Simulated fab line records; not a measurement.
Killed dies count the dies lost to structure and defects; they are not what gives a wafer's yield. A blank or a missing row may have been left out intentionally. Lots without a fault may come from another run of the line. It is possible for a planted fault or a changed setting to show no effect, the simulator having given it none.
The same fault as seen by 2 desks | flow gf180mcu | each desk holds nothing but its own numbers, with what lay behind them at the end

== DESK OF THE TOOL OWNER: implanter-02 ==
The tool's own readings at GF_HV_LDD_IMPLANT_36: means of the sampled wafers that have a number, for each lot that ran on this tool. The brackets show how far a lot's mean lies from the usual mean; more than 4 standard deviations puts the lot out of limits, marked OUT.
Columns: A = beamEnergyKeV at GF_HV_LDD_IMPLANT_36, usual 60.001; B = rotationDeg at GF_HV_LDD_IMPLANT_36, usual 270.01 degrees; C = tiltDeg at GF_HV_LDD_IMPLANT_36, usual 30.000 degrees
lot  | first seen here | A      | B      | C
L182 | day 11 19:38    | 59.990 | 270.02 | 30.003
L183 | day 12 04:00    | 60.009 | 270.03 | 30.004
L184 | day 12 16:08    | 60.010 | 270.00 | 30.010
L185 | day 12 22:18    | 59.975 | 270.04 | 0.002 (-99 or more) OUT
L187 | day 13 09:52    | 60.029 | 269.98 | -0.005 (-99 or more) OUT
L188 | day 13 18:40    | 59.996 | 269.99 | -0.011 (-99 or more) OUT
L195 | day 16 05:30    | 60.038 | 269.96 | 29.993
L196 | day 16 09:22    | 60.002 | 269.92 | 30.006
L198 | day 16 21:04    | 60.008 | 269.95 | 29.974
L202 | day 18 10:45    | 60.007 | 269.99 | 30.011
L203 | day 18 17:02    | 60.000 | 270.08 | 29.997
L204 | day 19 02:44    | 59.987 | 270.04 | 30.002
This desk's finding: out of limits on L185, L187, L188; first on L185, day 12 22:18 (tiltDeg at GF_HV_LDD_IMPLANT_36). L182, L183, L184, L195, L196, L198, L202, L203, L204: within limits.

== AT THE METROLOGY DESK ==
Lot by lot, what the gauges showed, no matter which tool ran the lot: averages of those sampled wafers that carry a number. The brackets show how far a lot's mean lies from the usual mean; more than 4 standard deviations puts the lot out of limits, marked OUT.
Columns: A = DUAL_GATE_OVL at GF_DUAL_GATE_OVL_MEAS_11, usual -1.4 nm; B = cdNm at GF_HV_LDD_CD_MEAS_07, usual 400.3 nm; C = HV_LDD_OVL at GF_HV_LDD_OVL_MEAS_08, usual 0.5 nm; D = HV_LDD_RS at GF_HV_LDD_RS_MEAS_53, usual 419.2 ohm/sq
lot  | first seen here | A    | B     | C    | D
L182 | day 8 11:40     | -0.4 | 401.2 | 0.5  | 418.3
L183 | day 8 19:53     | -1.2 | 399.1 | 2.2  | 417.9
L184 | day 9 08:43     | -2.2 | 400.0 | -0.5 | 418.8
L185 | day 9 14:41     | 0.6  | 401.0 | 0.0  | 376.8 (-46) OUT
L187 | day 10 00:12    | -1.3 | 399.2 | 3.1  | 375.6 (-47) OUT
L188 | day 10 07:40    | -0.9 | 397.8 | 0.8  | 375.7 (-47) OUT
L195 | day 12 11:53    | -2.0 | 402.0 | -2.0 | 418.9
L196 | day 12 15:13    | -0.6 | 400.2 | 1.8  | 418.5
L197 | day 12 23:20    | -2.0 | 402.5 | -1.3 | 419.2
L198 | day 13 02:39    | -3.6 | 401.3 | 1.1  | 420.9
L201 | day 14 01:50    | -1.0 | 400.3 | 0.6  | 419.7
L202 | day 14 10:13    | -0.4 | 400.1 | 1.6  | 418.5
L203 | day 14 14:20    | -2.8 | 397.8 | -2.0 | 420.2
L204 | day 14 23:04    | -2.2 | 401.6 | 2.0  | 418.9
This desk reports L185, L187, L188 out of limits; the earliest was L185 at day 13 19:35 (HV_LDD_RS at GF_HV_LDD_RS_MEAS_53). L182, L183, L184, L195, L196, L197, L198, L201, L202, L203, L204: within limits.

== TAKEN TOGETHER ==
The tool owner's desk had the chance to raise an alarm at day 12 22:18 on L185, L187, L188.
An alarm was possible from the metrology desk at day 13 19:35, on L185, L187, L188.
All the named lots went through GF_HV_LDD_IMPLANT_36 on implanter-02.

== WHAT THE SIMULATOR PUT IN ==
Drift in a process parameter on implanter-02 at GF_HV_LDD_IMPLANT_36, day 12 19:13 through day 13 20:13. Setting tiltDeg shifted by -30 from 30. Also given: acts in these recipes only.
Struck lots among those shown: L185, L187, L188.
Delay (hours) between the fault's onset and each desk's first out-of-limits reading: 3 at the tool owner's desk, 24 at the metrology desk.
